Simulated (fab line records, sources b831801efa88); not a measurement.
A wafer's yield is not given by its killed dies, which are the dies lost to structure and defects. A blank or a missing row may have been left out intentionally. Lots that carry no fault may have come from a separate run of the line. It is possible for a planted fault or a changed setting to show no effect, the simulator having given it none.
Split-lot experiment -- flow gf180mcu -- 27 wafers read across 5 lots, on a route 602 steps long

## SPLIT DETAILS
At GF_HV_LDD_CVD_56 (deposits Si3N4 from DCS/NH3, target thk 90 nm, time 1543 s), the setting time s was moved away from the recipe's 1543 s on 24 of the 27 wafers read, by -51.7% to +59.6%. All remaining wafers had this setting at the recipe value.

## FROM THE SPLIT ON TO THE READING: in between, the file shows 1 step
- GF_HV_LDD_THK_MEAS_57

## THE READING
oes product au, in a.u., at GF_HV_LDD_ETCHBACK_58 (etches Si3N4 in CH3F/O2, stops on SiO2, time 100 s, target depth 90 nm). On this fab line, fault-free wafers typically give 0.844 a.u. with a standard deviation of 0.0056 a.u.

wafer,"tool, chamber at the split","time s as run, s",against the recipe,"oes product au, a.u.",against lot-mates on the recipe
L075.1,"-, -",1839,+19.2%,0.937,no lot-mate on the recipe
L075.2,"-, -",1839,+19.2%,0.935,no lot-mate on the recipe
L075.3,"-, -",1839,+19.2%,0.933,no lot-mate on the recipe
L075.4,"-, -",1839,+19.2%,0.937,no lot-mate on the recipe
L075.5,"-, -",1839,+19.2%,0.941,no lot-mate on the recipe
L075.6,"-, -",1839,+19.2%,0.928,no lot-mate on the recipe
L077.1,"-, -",2462,+59.6%,1.004,no lot-mate on the recipe
L077.2,"-, -",2462,+59.6%,0.997,no lot-mate on the recipe
L077.3,"-, -",2462,+59.6%,0.998,no lot-mate on the recipe
L077.4,"-, -",2462,+59.6%,1.004,no lot-mate on the recipe
L077.5,"-, -",2462,+59.6%,1.000,no lot-mate on the recipe
L077.6,"-, -",2462,+59.6%,0.990,no lot-mate on the recipe
L076.1,"-, -",744.6,-51.7%,0.610,no lot-mate on the recipe
L076.2,"-, -",744.6,-51.7%,0.618,no lot-mate on the recipe
L076.3,"-, -",744.6,-51.7%,0.608,no lot-mate on the recipe
L076.4,"-, -",744.6,-51.7%,0.607,no lot-mate on the recipe
L076.5,"-, -",744.6,-51.7%,0.612,no lot-mate on the recipe
L076.6,"-, -",744.6,-51.7%,0.610,no lot-mate on the recipe
L082.2,"lpcvd-01, 0",1543,recipe,0.832,-
L082.3,"lpcvd-01, 0",1543,recipe,0.839,-
L082.4,"lpcvd-01, 0",1543,recipe,0.836,-
L084.1,"-, -",2456,+59.2%,1.016,no lot-mate on the recipe
L084.2,"-, -",2456,+59.2%,1.009,no lot-mate on the recipe
L084.3,"-, -",2456,+59.2%,1.006,no lot-mate on the recipe
L084.4,"-, -",2456,+59.2%,1.007,no lot-mate on the recipe
L084.5,"-, -",2456,+59.2%,1.005,no lot-mate on the recipe
L084.6,"-, -",2456,+59.2%,1.006,no lot-mate on the recipe

THE FIT
A straight line over all 27 wafers: oes product au changes by +0.00349 a.u. for each +1% of time s; r = +0.98; the points scatter about the line by 0.033 a.u.
Too few moved wafers have a lot-mate on the recipe to fit a line with each lot's own level taken away.

## THE WHOLE CHAIN: every reading that the file lists as answering this split, in the file's order
step,what it does,reading,change (the file's fit),r (the file's)
GF_HV_LDD_CVD_56,"deposits Si3N4 from DCS/NH3, target thk 90 nm, time 1543 s","Si3N4_of_HV_LDD_CVD_56.thk nm (the simulator's own value, which no gauge read)",+0.895 nm for each +1% of the setting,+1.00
GF_HV_LDD_THK_MEAS_57,,HV_LDD_CVD_56_THK,+0.895 for each +1% of the setting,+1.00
GF_HV_LDD_ETCHBACK_58,"etches Si3N4 in CH3F/O2, stops on SiO2, time 100 s, target depth 90 nm",oes product au,+0.00349 a.u. for each +1% of the setting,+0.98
GF_HV_LDD_ETCHBACK_58,"etches Si3N4 in CH3F/O2, stops on SiO2, time 100 s, target depth 90 nm","etch.depth nm (the simulator's own value, which no gauge read)",+0.879 nm for each +1% of the setting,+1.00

## THE FILE'S OWN FIT
oes product au changes by +0.00349 a.u. for each +1% of time s, r = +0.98.
